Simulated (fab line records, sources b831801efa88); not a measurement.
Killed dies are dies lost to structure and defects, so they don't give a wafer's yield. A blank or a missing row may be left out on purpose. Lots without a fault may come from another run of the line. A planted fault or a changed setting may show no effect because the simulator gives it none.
fab line records | flow gf180mcu
record lots=5 wafers=15 last_day=34
route steps=602 shown HV_LDD@232 NSD@235 PSD@248 SAB@264
lots that met no fault: from a run of the same line without faults
start_h: hours from the record's first day to the start of the lot's first wafer shown | wait_h: hours since the lot's step before | " the same as in the row above | L1.1+2: a row that stands for several wafers | - no value, or no start given | * or withheld: withheld | < > ~ a bound
route shown NAME@n: a module of which the file shows steps, and the number in the route of the first | usual: mean/standard deviation of fault-free wafers | same: alike in all rows | chamber/n: place in a boat | sites: the reading at each site | _std_site: their standard deviation | _edge_site: outer sites' mean less inner sites' | radius_mm: how far each site lies from the wafer's centre | mask NAME#n: copy n | behind: the tool/chamber that last shaped the wafer | hold: why the lot was held/for how many hours/how that ended | device: the transistor (n, p or np) that didn't switch | end of line: the same wafers' tests at the end of the route | a step without rows: its recipe alone | killed: dies lost to structure and defects at the first sort, not the wafer's yield | map: a wafer's dies, x killed, . not, _ none there
set.NAME: the setting as run; set.NAME@STEP: as run at that earlier step | model.NAME: the simulator's own value behind a step, which no gauge read
lots at some steps of the route; a table a step, a row a wafer
services: from which hour (start_h, from the record's first day; less than 0 if before it) a tool's chamber was out of use, for how many hours, and why
## steps
# step GF_HV_LDD_CVD_56
# recipe material=Si3N4 precursor=DCS/NH3 target_thk_nm=90 temp_c=770 time_s=1543 pressure_mtorr=250
# columns lot.wafer tool chamber start_h wait_h
L076.1+2+5 lpcvd-01 1 289.64 0.1
L086.3+5+6 lpcvd-02 0 393.68 0.0
L091.1+3+5 lpcvd-02 0 420.26 0.6
L092.1+2+3 lpcvd-01 0 420.78 0.1
L094.2+4+6 lpcvd-02 1 440.16 0.0
# step GF_HV_LDD_THK_MEAS_57
# recipe reads=Si3N4_of_HV_LDD_CVD_56
# usual HV_LDD_CVD_56_THK=89.8/0.8
# columns lot.wafer tool chamber start_h wait_h HV_LDD_CVD_56_THK[nm]
L076.1 film_metro-02 - 291.79 0.0 89.9
L076.2 " - " " 90.1
L076.5 " - " " 89.9
L086.3 film_metro-03 - 395.12 0.0 89.8
L086.5 " - " " 89.9
L086.6 " - " " 90.2
L091.1 film_metro-04 - 421.69 0.0 90.6
L091.3 " - " " 90.2
L091.5 " - " " 91.0
L092.1 film_metro-02 - 422.21 0.0 89.6
L092.2 " - " " 90.3
L092.3 " - " " 88.9
L094.2 film_metro-03 - 441.60 0.0 91.5
L094.4 " - " " 91.5
L094.6 " - " " 90.3
# step GF_HV_LDD_ETCHBACK_58
# recipe chemistry=CH3F/O2 target=Si3N4 stop_on=SiO2 source_w=400 bias_w=80 pressure_mtorr=25 ch3f_flow_sccm=40 O2_flow_sccm=30 time_s=100 target_depth_a=900
# usual drypump_motor_current_A=5.8/0.53 oes_product_au=0.841/0.006 throttle_valve_pct=10.561/0.0081
# columns lot.wafer tool chamber start_h wait_h drypump_motor_current_A oes_product_au rf_hours_counter_h throttle_valve_pct
L076.1 rie_diel-01 1 291.85 0.1 6.2 0.838 38 10.555
L076.2 " 0 " " 6.2 0.841 104 10.549
L076.5 " 2 " " 5.3 0.843 - 10.551
L086.3 rie_diel-01 2 395.16 0.0 5.3 0.841 62 10.558
L086.5 " 3 " " 6.4 0.841 - 10.565
L086.6 " 0 " " 6.1 0.846 - 10.568
L091.1 rie_diel-03 0 421.75 0.1 6.1 0.840 1 10.568
L091.3 " 3 " " 6.4 0.843 18 10.550
L091.5 " 1 " " 5.1 0.849 - 10.555
L092.1 rie_diel-04 0 422.27 0.1 6.1 0.846 52 10.563
L092.2 " 1 " " 4.8 0.847 20 10.555
L092.3 " 2 " " 6.1 0.839 90 10.575
L094.2 rie_diel-04 3 441.65 0.0 5.4 0.858 9 10.568
L094.4 " 3 " " 5.4 0.849 - 10.557
L094.6 " 0 " " 6.1 0.837 - 10.555
# step GF_NSD_DEHYDRATE_00
# recipe temp_c=200 time_s=60
# columns lot.wafer tool chamber start_h wait_h
L076.1+2+5 litho_track-04 0 301.35 9.5
L086.3+5+6 litho_track-04 0 406.20 11.0
L091.1+3+5 litho_track-03 0 433.14 11.4
L092.1+2+3 litho_track-04 0 433.65 11.3
L094.2+4+6 litho_track-03 0 452.61 10.9
# step GF_NSD_HMDS_01
# recipe prime_time_s=60 prime_temp_c=120
# columns lot.wafer tool chamber start_h wait_h
L076.1+2+5 litho_track-04 0 301.50 0.1
L086.3+5+6 litho_track-04 0 406.35 0.1
L091.1+3+5 litho_track-03 0 433.29 0.1
L092.1+2+3 litho_track-04 0 433.80 0.1
L094.2+4+6 litho_track-03 0 452.76 0.1
# step GF_NSD_COAT_02
# recipe resist=NOVOLAK spin_rpm=3000 resist_thk_nm=1000
# columns lot.wafer tool chamber start_h wait_h
L076.1+2+5 litho_track-04 0 301.65 0.1
L086.3+5+6 litho_track-04 0 406.50 0.1
L091.1+3+5 litho_track-03 0 433.44 0.1
L092.1+2+3 litho_track-04 0 433.95 0.1
L094.2+4+6 litho_track-03 0 452.91 0.1
# step GF_NSD_SOFTBAKE_03
# recipe temp_c=90 time_s=60 resist=NOVOLAK
# columns lot.wafer tool chamber start_h wait_h
L076.1+2+5 litho_track-04 0 301.80 0.1
L086.3+5+6 litho_track-04 0 406.65 0.1
L091.1+3+5 litho_track-03 0 433.59 0.1
L092.1+2+3 litho_track-04 0 434.10 0.1
L094.2+4+6 litho_track-03 0 453.06 0.1
# step GF_NSD_EXPOSE_04
# recipe mask_id=Nplus target_cd_nm=400 na=0.6 source_shape=conventional sigma_outer=0.6 dose_mj=140
# columns lot.wafer tool chamber start_h wait_h mask
L076.1+2+5 iline_stepper-01 0 - - Nplus#0
L086.3+5+6 iline_stepper-01 0 - - Nplus#0
L091.1+3+5 iline_stepper-01 0 - - Nplus#0
L092.1+2+3 iline_stepper-02 0 - - Nplus#0
L094.2+4+6 iline_stepper-02 0 - - Nplus#0
# step GF_NSD_PEB_05
# recipe temp_c=withheld time_s=* resist=NOVOLAK
# columns lot.wafer tool chamber start_h wait_h
L076.1+2+5 litho_track-03 0 - -
L086.3+5+6 litho_track-01 0 - -
L091.1+3+5 litho_track-04 0 - -
L092.1+2+3 litho_track-03 0 - -
L094.2+4+6 litho_track-03 0 - -
# step GF_NSD_DEVELOP_06
# recipe develop_time_s=60 dev_temp_c=23
# columns lot.wafer tool chamber start_h wait_h
L076.1+2+5 litho_track-03 0 311.99 0.1
L086.3+5+6 litho_track-01 0 418.21 0.1
L091.1+3+5 litho_track-04 0 446.19 0.1
L092.1+2+3 litho_track-03 0 446.69 0.1
L094.2+4+6 litho_track-03 0 465.41 0.1
# step GF_NSD_CD_MEAS_07
# recipe target_cd_nm=400
# usual cd_nm=399.3/2.3
# columns lot.wafer tool chamber start_h wait_h cd_nm
L076.1 cd_sem-02 - 312.14 0.1 396.2
L076.2 " - " " 395.0
L076.5 " - " " 395.9
L086.3 cd_sem-02 - 418.38 0.2 399.3
L086.5 " - " " 398.3
L086.6 " - " " 399.5
L091.1 cd_sem-01 - 446.34 0.1 400.5
L091.3 " - " " 398.3
L091.5 " - " " 402.6
L092.1 cd_sem-02 - 446.84 0.1 400.2
L092.2 " - " " 398.6
L092.3 " - " " 398.5
L094.2 cd_sem-01 - 465.56 0.1 400.4
L094.4 " - " " 399.4
L094.6 " - " " 402.4
# step GF_NSD_OVL_MEAS_08
# usual NSD_OVL=0.0/1.3
# columns lot.wafer tool chamber start_h wait_h NSD_OVL[nm]
L076.1 overlay-02 - 312.26 0.1 0.0
L076.2 " - " " -0.6
L076.5 " - " " -0.9
L086.3 overlay-01 - 418.48 0.1 -3.2
L086.5 " - " " -1.0
L086.6 " - " " -1.5
L091.1 overlay-02 - 446.46 0.1 -2.7
L091.3 " - " " -1.4
L091.5 " - " " -0.8
L092.1 overlay-01 - 446.96 0.1 1.9
L092.2 " - " " 2.8
L092.3 " - " " 1.2
L094.2 overlay-02 - 465.67 0.1 -0.2
L094.4 " - " " -0.7
L094.6 " - " " -1.3
# step GF_NSD_IMPLANT_09
# recipe species=As energy_kev=60 dose_cm2=4e+15 tilt_deg=7
# columns lot.wafer tool chamber start_h wait_h
L076.1+2+5 implanter-02 0 312.30 0.0
L086.3+5+6 implanter-02 0 418.55 0.1
L091.1+3+5 implanter-02 0 446.50 0.0
L092.1+2+3 implanter-03 0 447.00 0.0
L094.2+4+6 implanter-01 0 465.72 0.0
# step GF_NSD_IMPLANT_10
# recipe species=P energy_kev=40 dose_cm2=5e+14 tilt_deg=7
# columns lot.wafer tool chamber start_h wait_h
L076.1+2+5 implanter-02 0 312.45 0.1
L086.3+5+6 implanter-02 0 418.70 0.1
L091.1+3+5 implanter-02 0 446.65 0.1
L092.1+2+3 implanter-03 0 447.15 0.1
L094.2+4+6 implanter-01 0 465.87 0.1
# step GF_NSD_STRIP_11
# recipe chemistry=O2/N2 power_w=1400 pressure_mtorr=1500 platen_temp_c=250 o2_flow_sccm=3000 n2_flow_sccm=300 overash_fraction=0.5
# usual drypump_motor_current_A=5.6/0.41 heater_power_w=331/38 oes_product_au=0.487/0.005 strip_time_to_endpoint_s=22.97/0.036
# same overash_fraction=0.5
# columns lot.wafer tool chamber start_h wait_h drypump_motor_current_A heater_power_w oes_product_au rf_hours_counter_h strip_time_to_endpoint_s
L076.1 plasma_asher-03 1 312.60 0.1 5.6 370 0.487 52 22.98
L076.2 " 0 " " 5.0 321 0.488 52 22.99
L076.5 " 1 " " 5.6 364 0.483 - 22.95
L086.3 plasma_asher-01 0 418.83 0.1 5.5 285 0.484 - 22.97
L086.5 " 0 " " 5.5 273 0.474 - 22.95
L086.6 " 1 " " 5.3 317 0.482 - 23.01
L091.1 plasma_asher-03 0 446.80 0.1 5.0 316 0.487 66 22.97
L091.3 " 0 " " 5.0 315 0.480 - 22.96
L091.5 " 1 " " 5.5 366 0.490 - 22.93
L092.1 plasma_asher-01 0 447.30 0.1 5.5 270 0.475 84 22.93
L092.2 " 1 " " 5.3 312 0.496 84 22.99
L092.3 " 0 " " 5.5 274 0.493 - 22.95
L094.2 plasma_asher-01 0 466.00 0.1 5.5 275 0.497 86 22.95
L094.4 " 0 " " 5.5 274 0.483 - 22.94
L094.6 " 0 " " 5.5 277 0.482 - 22.98
# step GF_NSD_TW_MEAS_12
# usual NSD_TW=4273/24
# columns lot.wafer tool chamber start_h wait_h NSD_TW
L076.1 film_metro-01 - 312.70 0.1 4320
L076.2 " - " " 4285
L076.5 " - " " 4323
L086.3 film_metro-01 - 418.92 0.1 4316
L086.5 " - " " 4309
L086.6 " - " " 4301
L091.1 film_metro-02 - 446.90 0.1 4258
L091.3 " - " " 4267
L091.5 " - " " 4247
L092.1 film_metro-02 - 447.40 0.1 4264
L092.2 " - " " 4261
L092.3 " - " " 4252
L094.2 film_metro-04 - 466.11 0.1 4295
L094.4 " - " " 4286
L094.6 " - " " 4282
# step GF_PSD_DEHYDRATE_00
# recipe temp_c=200 time_s=60
# columns lot.wafer tool chamber start_h wait_h
L076.1+2+5 litho_track-03 0 322.39 9.7
L086.3+5+6 litho_track-04 0 430.60 11.7
L091.1+3+5 litho_track-02 0 458.58 11.7
L092.1+2+3 litho_track-03 0 458.99 11.6
L094.2+4+6 litho_track-02 0 477.40 11.3
# step GF_PSD_HMDS_01
# recipe prime_time_s=60 prime_temp_c=120
# columns lot.wafer tool chamber start_h wait_h
L076.1+2+5 litho_track-03 0 322.54 0.1
L086.3+5+6 litho_track-04 0 430.75 0.1
L091.1+3+5 litho_track-02 0 458.73 0.1
L092.1+2+3 litho_track-03 0 459.14 0.1
L094.2+4+6 litho_track-02 0 477.55 0.1
# step GF_PSD_COAT_02
# recipe resist=NOVOLAK spin_rpm=3000 resist_thk_nm=1000
# columns lot.wafer tool chamber start_h wait_h
L076.1+2+5 litho_track-03 0 322.69 0.1
L086.3+5+6 litho_track-04 0 430.90 0.1
L091.1+3+5 litho_track-02 0 458.88 0.1
L092.1+2+3 litho_track-03 0 459.29 0.1
L094.2+4+6 litho_track-02 0 477.70 0.1
# step GF_PSD_SOFTBAKE_03
# recipe temp_c=90 time_s=60 resist=NOVOLAK
# columns lot.wafer tool chamber start_h wait_h
L076.1+2+5 litho_track-03 0 322.84 0.1
L086.3+5+6 litho_track-04 0 431.05 0.1
L091.1+3+5 litho_track-02 0 459.03 0.1
L092.1+2+3 litho_track-03 0 459.44 0.1
L094.2+4+6 litho_track-02 0 477.85 0.1
# step GF_PSD_EXPOSE_04
# recipe mask_id=Pplus target_cd_nm=400 na=0.6 source_shape=conventional sigma_outer=0.6 dose_mj=140
# columns lot.wafer tool chamber start_h wait_h mask
L076.1+2+5 iline_stepper-01 0 - - Pplus#0
L086.3+5+6 iline_stepper-02 0 - - Pplus#0
L091.1+3+5 iline_stepper-02 0 - - Pplus#0
L092.1+2+3 iline_stepper-01 0 - - Pplus#0
L094.2+4+6 iline_stepper-02 0 - - Pplus#0
# step GF_PSD_PEB_05
# recipe temp_c=withheld time_s=* resist=NOVOLAK
# columns lot.wafer tool chamber start_h wait_h
L076.1+2+5 litho_track-03 0 - -
L086.3+5+6 litho_track-02 0 - -
L091.1+3+5 litho_track-04 0 - -
L092.1+2+3 litho_track-04 0 - -
L094.2+4+6 litho_track-04 0 - -
# step GF_PSD_DEVELOP_06
# recipe develop_time_s=60 dev_temp_c=23
# columns lot.wafer tool chamber start_h wait_h
L076.1+2+5 litho_track-03 0 333.59 0.1
L086.3+5+6 litho_track-02 0 443.08 0.1
L091.1+3+5 litho_track-04 0 471.34 0.1
L092.1+2+3 litho_track-04 0 471.64 0.1
L094.2+4+6 litho_track-04 0 489.37 0.1
# step GF_PSD_CD_MEAS_07
# recipe target_cd_nm=400
# usual cd_nm=399.8/2.2
# columns lot.wafer tool chamber start_h wait_h cd_nm
L076.1 cd_sem-01 - 333.74 0.1 396.3
L076.2 " - " " 395.5
L076.5 " - " " 396.5
L086.3 cd_sem-02 - 443.22 0.1 402.2
L086.5 " - " " 402.7
L086.6 " - " " 402.4
L091.1 cd_sem-02 - 471.49 0.1 400.1
L091.3 " - " " 398.3
L091.5 " - " " 398.8
L092.1 cd_sem-01 - 471.79 0.1 401.9
L092.2 " - " " 403.8
L092.3 " - " " 401.3
L094.2 cd_sem-02 - 489.51 0.1 401.0
L094.4 " - " " 399.6
L094.6 " - " " 400.7
# step GF_PSD_OVL_MEAS_08
# usual PSD_OVL=-0.5/1.7
# columns lot.wafer tool chamber start_h wait_h PSD_OVL[nm]
L076.1 overlay-02 - 333.86 0.1 -0.9
L076.2 " - " " 0.4
L076.5 " - " " -1.0
L086.3 overlay-02 - 443.31 0.1 -0.9
L086.5 " - " " -1.8
L086.6 " - " " -0.7
L091.1 overlay-02 - 471.61 0.1 1.2
L091.3 " - " " 2.3
L091.5 " - " " 1.9
L092.1 overlay-01 - 471.91 0.1 -1.7
L092.2 " - " " -1.1
L092.3 " - " " -2.8
L094.2 overlay-02 - 489.62 0.1 3.9
L094.4 " - " " 2.8
L094.6 " - " " 1.5
# step GF_PSD_IMPLANT_09
# recipe species=BF2 energy_kev=40 dose_cm2=1.5e+15 tilt_deg=7
# columns lot.wafer tool chamber start_h wait_h
L076.1+2+5 implanter-03 0 333.90 0.0
L086.3+5+6 implanter-03 0 443.38 0.1
L091.1+3+5 implanter-04 0 471.65 0.0
L092.1+2+3 implanter-02 0 471.95 0.0
L094.2+4+6 implanter-04 0 489.68 0.0
# step GF_PSD_STRIP_10
# recipe chemistry=O2/N2 power_w=1400 pressure_mtorr=1500 platen_temp_c=250 o2_flow_sccm=3000 n2_flow_sccm=300 overash_fraction=0.5
# usual drypump_motor_current_A=5.6/0.39 heater_power_w=327/37 oes_product_au=0.591/0.0045 strip_time_to_endpoint_s=16.51/0.043
# same overash_fraction=0.5
# columns lot.wafer tool chamber start_h wait_h drypump_motor_current_A heater_power_w oes_product_au rf_hours_counter_h strip_time_to_endpoint_s
L076.1 plasma_asher-03 1 334.05 0.1 5.6 363 0.579 54 16.55
L076.2 " 0 " " 5.0 308 0.589 54 16.57
L076.5 " 0 " " 5.0 313 0.594 - 16.56
L086.3 plasma_asher-04 1 443.52 0.1 5.8 265 0.590 - 16.44
L086.5 " 1 " " 5.8 267 0.584 - 16.46
L086.6 " 0 " " 5.3 324 0.596 - 16.52
L091.1 plasma_asher-04 0 471.80 0.1 5.3 312 0.593 5 16.52
L091.3 " 0 " " 5.3 313 0.591 - 16.50
L091.5 " 0 " " 5.3 316 0.591 - 16.50
L092.1 plasma_asher-03 0 472.10 0.1 5.0 309 0.589 69 16.55
L092.2 " 1 " " 5.5 359 0.590 69 16.55
L092.3 " 1 " " 5.6 361 0.587 - 16.56
L094.2 plasma_asher-02 0 489.80 0.1 6.1 336 0.588 36 16.48
L094.4 " 1 " " 6.2 405 0.582 - 16.48
L094.6 " 0 " " 6.1 331 0.590 - 16.45
# step GF_PSD_TW_MEAS_11
# usual PSD_TW=3197/22
# columns lot.wafer tool chamber start_h wait_h PSD_TW
L076.1 film_metro-02 - 334.15 0.1 3168
L076.2 " - " " 3173
L076.5 " - " " 3186
L086.3 film_metro-04 - 443.60 0.1 3224
L086.5 " - " " 3216
L086.6 " - " " 3229
L091.1 film_metro-01 - 471.90 0.1 3222
L091.3 " - " " 3220
L091.5 " - " " 3213
L092.1 film_metro-02 - 472.20 0.1 3167
L092.2 " - " " 3192
L092.3 " - " " 3192
L094.2 film_metro-01 - 489.91 0.1 3205
L094.4 " - " " 3212
L094.6 " - " " 3211
# step GF_PSD_CLEAN_12
# recipe chemistry=SC1/SC2 mix=1:4:20 temp_c=70 time_s=150 dry=n2_spin
# usual temp_c=69.98/0.12
# columns lot.wafer tool chamber start_h wait_h temp_c
L076.1 wet_bench-02 0 334.21 0.1 69.74
L076.2 " 0 " " 69.75
L076.5 " 0 " " 69.79
L086.3 wet_bench-01 0 443.64 0.0 69.95
L086.5 " 0 " " 70.12
L086.6 " 0 " " 70.09
L091.1 wet_bench-01 2 471.96 0.1 69.76
L091.3 " 2 " " 69.82
L091.5 " 2 " " 69.87
L092.1 wet_bench-02 2 472.26 0.1 70.04
L092.2 " 2 " " 69.96
L092.3 " 2 " " 69.81
L094.2 wet_bench-02 1 489.96 0.0 69.83
L094.4 " 1 " " 69.85
L094.6 " 1 " " 69.88
# step GF_PSD_RTA_13
# recipe temp_c=1025 time_s=20 ambient=N2
# usual lamp_power_pct=34.7/1.9 wafer_temp_C_max=1028.1/0.68
# columns lot.wafer tool chamber start_h wait_h lamp_power_pct wafer_temp_C_max
L076.1 rtp_anneal-01 0 334.26 0.0 35.9 1027.5
L076.2 " 0 " " 36.0 1027.8
L076.5 " 0 " " 36.0 1027.7
L086.3 rtp_anneal-01 0 443.75 0.1 35.9 1028.6
L086.5 " 0 " " 36.0 1027.3
L086.6 " 0 " " 36.0 1028.5
L091.1 rtp_anneal-02 0 472.01 0.0 32.0 1028.4
L091.3 " 0 " " 32.0 1029.0
L091.5 " 0 " " 32.1 1028.2
L092.1 rtp_anneal-01 0 472.31 0.0 35.9 1028.6
L092.2 " 0 " " 36.0 1027.4
L092.3 " 0 " " 35.9 1027.1
L094.2 rtp_anneal-02 0 490.02 0.0 32.1 1028.4
L094.4 " 0 " " 32.0 1028.4
L094.6 " 0 " " 32.0 1027.5
# step GF_PSD_RS_MEAS_14
# recipe thk_meas_gauge=four-point-probe
# usual NSD_RS=46.14/0.089
# columns lot.wafer tool chamber start_h wait_h NSD_RS[ohm/sq]
L076.1 film_metro-01 - 334.34 0.1 46.09
L076.2 " - " " 46.13
L076.5 " - " " 46.10
L086.3 film_metro-04 - 443.90 0.1 46.05
L086.5 " - " " 46.03
L086.6 " - " " 45.99
L091.1 film_metro-04 - 472.09 0.1 46.15
L091.3 " - " " 46.14
L091.5 " - " " 46.16
L092.1 film_metro-04 - 472.40 0.1 46.04
L092.2 " - " " 46.10
L092.3 " - " " 46.11
L094.2 film_metro-04 - 490.11 0.1 46.02
L094.4 " - " " 46.15
L094.6 " - " " 46.08
# step GF_PSD_RS_MEAS_15
# recipe thk_meas_gauge=four-point-probe
# usual PSD_RS=108.62/0.29
# columns lot.wafer tool chamber start_h wait_h PSD_RS[ohm/sq]
L076.1 film_metro-01 - 334.46 0.1 108.43
L076.2 " - " " 108.35
L076.5 " - " " 108.54
L086.3 film_metro-04 - 444.02 0.1 107.91
L086.5 " - " " 107.77
L086.6 " - " " 108.21
L091.1 film_metro-04 - 472.21 0.1 108.98
L091.3 " - " " 108.89
L091.5 " - " " 108.73
L092.1 film_metro-04 - 472.52 0.1 108.16
L092.2 " - " " 108.46
L092.3 " - " " 108.43
L094.2 film_metro-04 - 490.23 0.1 108.55
L094.4 " - " " 108.73
L094.6 " - " " 108.66
# step GF_SAB_CVD_00
# recipe material=SiO2 target_thk_nm=50 precursor=TEOS temp_c=400 time_s=4.9302 rf_w=600
# usual heater_power_w=643/68
# columns lot.wafer tool chamber start_h wait_h heater_power_w
L076.1 pecvd-01 1 334.58 0.1 513
L076.2 " 0 " " 734
L076.5 " 0 " " 739
L086.3 pecvd-01 2 444.10 0.1 658
L086.5 " 0 " " 716
L086.6 " 1 " " 542
L091.1 pecvd-04 1 472.33 0.1 738
L091.3 " 0 " " 710
L091.5 " 1 " " 759
L092.1 pecvd-03 1 472.64 0.1 686
L092.2 " 0 " " 723
L092.3 " 2 " " 721
L094.2 pecvd-04 2 490.33 0.1 618
L094.4 " 2 " " 608
L094.6 " 1 " " 731
# step GF_SAB_THK_MEAS_01
# recipe reads=SiO2_of_SAB_CVD_00
# usual SAB_CVD_00_THK=50.0/0.67
# columns lot.wafer tool chamber start_h wait_h SAB_CVD_00_THK[nm]
L076.1 film_metro-03 - 334.60 0.0 49.3
L076.2 " - " " 49.4
L076.5 " - " " 49.9
L086.3 film_metro-04 - 444.14 0.0 49.1
L086.5 " - " " 50.1
L086.6 " - " " 50.3
L091.1 film_metro-01 - 472.35 0.0 49.7
L091.3 " - " " 49.4
L091.5 " - " " 49.9
L092.1 film_metro-03 - 472.66 0.0 50.6
L092.2 " - " " 49.7
L092.3 " - " " 49.5
L094.2 film_metro-01 - 490.36 0.0 48.7
L094.4 " - " " 49.2
L094.6 " - " " 49.8
# step GF_SAB_DEHYDRATE_02
# recipe temp_c=200 time_s=60
# columns lot.wafer tool chamber start_h wait_h
L076.1+2+5 litho_track-01 0 345.01 10.4
L086.3+5+6 litho_track-02 0 455.88 11.7
L091.1+3+5 litho_track-02 0 483.13 10.8
L092.1+2+3 litho_track-02 0 483.73 11.1
L094.2+4+6 litho_track-02 0 501.50 11.1
# step GF_SAB_HMDS_03
# recipe prime_time_s=60 prime_temp_c=120
# columns lot.wafer tool chamber start_h wait_h
L076.1+2+5 litho_track-01 0 345.16 0.1
L086.3+5+6 litho_track-02 0 456.03 0.1
L091.1+3+5 litho_track-02 0 483.28 0.1
L092.1+2+3 litho_track-02 0 483.88 0.1
L094.2+4+6 litho_track-02 0 501.65 0.1
# step GF_SAB_COAT_04
# recipe resist=NOVOLAK spin_rpm=3000 resist_thk_nm=1000
# columns lot.wafer tool chamber start_h wait_h
L076.1+2+5 litho_track-01 0 345.31 0.1
L086.3+5+6 litho_track-02 0 456.18 0.1
L091.1+3+5 litho_track-02 0 483.43 0.1
L092.1+2+3 litho_track-02 0 484.03 0.1
L094.2+4+6 litho_track-02 0 501.80 0.1
# step GF_SAB_SOFTBAKE_05
# recipe temp_c=90 time_s=60 resist=NOVOLAK
# columns lot.wafer tool chamber start_h wait_h
L076.1+2+5 litho_track-01 0 345.46 0.1
L086.3+5+6 litho_track-02 0 456.33 0.1
L091.1+3+5 litho_track-02 0 483.58 0.1
L092.1+2+3 litho_track-02 0 484.18 0.1
L094.2+4+6 litho_track-02 0 501.95 0.1
# step GF_SAB_EXPOSE_06
# recipe mask_id=SAB target_cd_nm=420 na=0.6 source_shape=conventional sigma_outer=0.6 dose_mj=140
# columns lot.wafer tool chamber start_h wait_h mask
L076.1+2+5 iline_stepper-01 0 - - SAB#0
L086.3+5+6 iline_stepper-02 0 - - SAB#0
L091.1+3+5 iline_stepper-02 0 - - SAB#0
L092.1+2+3 iline_stepper-02 0 - - SAB#0
L094.2+4+6 iline_stepper-01 0 - - SAB#0
# step GF_SAB_PEB_07
# recipe temp_c=withheld time_s=* resist=NOVOLAK
# columns lot.wafer tool chamber start_h wait_h
L076.1+2+5 litho_track-03 0 - -
L086.3+5+6 litho_track-03 0 - -
L091.1+3+5 litho_track-02 0 - -
L092.1+2+3 litho_track-02 0 - -
L094.2+4+6 litho_track-02 0 - -
# step GF_SAB_DEVELOP_08
# recipe develop_time_s=60 dev_temp_c=23
# columns lot.wafer tool chamber start_h wait_h
L076.1+2+5 litho_track-03 0 356.34 0.1
L086.3+5+6 litho_track-03 0 468.59 0.1
L091.1+3+5 litho_track-02 0 495.18 0.1
L092.1+2+3 litho_track-02 0 496.13 0.1
L094.2+4+6 litho_track-02 0 513.70 0.1
# step GF_SAB_CD_MEAS_09
# recipe target_cd_nm=420
# usual cd_nm=420.3/2.3
# columns lot.wafer tool chamber start_h wait_h cd_nm
L076.1 cd_sem-02 - 356.49 0.1 419.1
L076.2 " - " " 422.1
L076.5 " - " " 422.0
L086.3 cd_sem-02 - 468.73 0.1 420.2
L086.5 " - " " 419.6
L086.6 " - " " 419.7
L091.1 cd_sem-01 - 495.33 0.1 425.0
L091.3 " - " " 425.2
L091.5 " - " " 424.0
L092.1 cd_sem-01 - 496.28 0.1 418.6
L092.2 " - " " 415.5
L092.3 " - " " 416.3
L094.2 cd_sem-01 - 513.85 0.1 423.0
L094.4 " - " " 423.2
L094.6 " - " " 424.4
# step GF_SAB_OVL_MEAS_10
# usual SAB_OVL=0.5/1.5
# columns lot.wafer tool chamber start_h wait_h SAB_OVL[nm]
L076.1 overlay-02 - 356.61 0.1 -0.6
L076.2 " - " " -0.8
L076.5 " - " " -0.8
L086.3 overlay-02 - 468.82 0.1 -0.6
L086.5 " - " " 1.2
L086.6 " - " " -0.1
L091.1 overlay-02 - 495.45 0.1 -0.6
L091.3 " - " " -2.2
L091.5 " - " " -1.3
L092.1 overlay-02 - 496.40 0.1 2.4
L092.2 " - " " 2.1
L092.3 " - " " 1.7
L094.2 overlay-01 - 513.95 0.1 -0.3
L094.4 " - " " -0.1
L094.6 " - " " -1.1
# step GF_SAB_ETCH_11
# recipe chemistry=C4F8/O2/Ar mask_material=NOVOLAK target=SiO2 target_depth_nm=55 source_w=1500 bias_w=1200 pressure_mtorr=40 c4f8_flow_sccm=withheld O2_flow_sccm=6 Ar_flow_sccm=300 time_s=8.5
# usual oes_product_au=0.997/0.0091
# columns lot.wafer tool chamber start_h wait_h oes_product_au rf_hours_counter_h
L076.1 rie_diel-04 1 356.65 0.0 1.006 18
L076.2 " 3 " " 1.009 7
L076.5 " 1 " " 1.001 -
L086.3 rie_diel-02 0 468.86 0.0 1.000 -
L086.5 " 1 " " 1.010 -
L086.6 " 0 " " 0.990 -
L091.1 rie_diel-02 3 495.48 0.0 0.979 10
L091.3 " 0 " " 1.004 101
L091.5 " 3 " " 0.986 -
L092.1 rie_diel-04 1 496.43 0.0 0.984 22
L092.2 " 3 " " 0.995 10
L092.3 " 0 " " 0.996 54
L094.2 rie_diel-04 1 513.98 0.0 0.989 22
L094.4 " 3 " " 0.995 -
L094.6 " 0 " " 1.006 -
# step GF_SAB_WET_ETCH_12
# recipe chemistry=dHF target_depth_nm=22 dry=n2_spin target=SiO2 temp_c=25 dilution=100:1 time_s=440
# usual temp_c=24.99/0.1
# columns lot.wafer tool chamber start_h wait_h temp_c
L076.1 wet_bench-03 1 356.67 0.0 24.95
L076.2 " 1 " " 24.83
L076.5 " 1 " " 24.88
L086.3 wet_bench-03 1 468.88 0.0 25.04
L086.5 " 1 " " 25.04
L086.6 " 1 " " 24.93
L091.1 wet_bench-03 2 495.50 0.0 24.89
L091.3 " 2 " " 25.06
L091.5 " 2 " " 24.93
L092.1 wet_bench-02 2 496.45 0.0 25.08
L092.2 " 2 " " 25.13
L092.3 " 2 " " 24.98
L094.2 wet_bench-02 0 514.00 0.0 25.01
L094.4 " 0 " " 24.95
L094.6 " 0 " " 24.98
## services
# columns tool chamber start_h hours kind
implanter-02 - 280.01 1.9 repair
rie_diel-04 2 285.87 2.6 repair
iline_stepper-02 - 290.60 1.7 pm
rie_diel-04 2 291.46 15.7 repair
implanter-03 - 295.68 2.8 repair
iline_stepper-02 - 301.41 0.7 repair
implanter-02 - 325.40 4.2 pm
iline_stepper-02 - 344.11 2.1 pm
implanter-03 - 347.50 5.3 pm
implanter-03 - 374.93 17.4 pm
iline_stepper-01 - 382.70 8.9 pm
iline_stepper-01 - 398.45 4.0 repair
iline_stepper-01 - 409.50 2.0 repair
implanter-03 - 425.70 2.2 pm
rie_diel-04 2 428.20 13.4 repair
implanter-02 - 429.90 1.6 repair
implanter-02 - 430.74 3.9 repair
rie_diel-04 2 449.60 15.4 repair
iline_stepper-01 - 451.82 1.7 pm
implanter-03 - 458.98 3.8 repair
rie_diel-04 3 460.54 2.9 repair
plasma_asher-03 - 463.16 0.7 repair
implanter-02 - 475.24 3.7 repair
iline_stepper-02 - 508.78 1.7 pm
## key
fault none
